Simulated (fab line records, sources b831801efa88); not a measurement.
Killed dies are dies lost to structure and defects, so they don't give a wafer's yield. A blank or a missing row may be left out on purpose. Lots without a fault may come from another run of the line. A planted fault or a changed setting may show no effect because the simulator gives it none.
Which tool did it? | flow gf180mcu | 6 lots, 18 wafers sampled, at 2 steps of a route of 602

WHAT THE GAUGES READ, wafer by wafer
GF_VT_IMPLANT_RS_MEAS_49: measures by four-point-probe.
lot  | measured     | on            | MVPSD_RS (ohm/sq)
L952 | day 7 20:08  | film_metro-03 | 1180.9 1182.5 1180.2
L954 | day 8 09:55  | film_metro-01 | 1176.8 1177.3 1176.7
L959 | day 9 20:50  | film_metro-03 | 1178.3 1178.0 1179.3
L962 | day 10 16:47 | film_metro-03 | 1179.6 1178.6 1179.5
L971 | day 13 03:59 | film_metro-01 | 1183.6 1183.2 1184.0
L974 | day 14 01:01 | film_metro-01 | 1178.1 1180.1 1179.8

WHICH TOOL RAN EACH LOT (tool, then ch and the chambers of the sampled wafers, then the start)
lot  | GF_STI_CMP_25
L952 | cmp-02 ch 0,1,3, day 2 08:43
L954 | cmp-01 ch 1,2,3, day 2 20:16
L959 | cmp-02 ch 1,2, day 3 20:52
L962 | cmp-01 ch 1,2,3, day 4 13:14
L971 | cmp-02 ch 0,1,3, day 6 11:14
L974 | cmp-02 ch 0,1,3, day 7 02:52
- GF_STI_CMP_25: polishes, stops on Si3N4, t overpolish 33 s, target thk 524.6 nm.

THE ANSWER, worked out from the rows above alone
Rule: what is usual is taken from the lots themselves. Put in order of their means at a reading, lots are off if they are a third of the lots or fewer, leave a main group of 4 or more, and stand apart from it by a gap of 3 or more times the standard deviation of the main group's means; of several such gaps the widest counts. A main group whose means are all the same, to the digits that the tables above print for the reading, isn't used. A lot without any number at a reading at which 4 lots or more have one is off too. The other lots that the step has rows for count as sound.
No lot is off at any reading shown: from this, nothing can be told.

WHAT THE SIMULATOR HAD PUT IN
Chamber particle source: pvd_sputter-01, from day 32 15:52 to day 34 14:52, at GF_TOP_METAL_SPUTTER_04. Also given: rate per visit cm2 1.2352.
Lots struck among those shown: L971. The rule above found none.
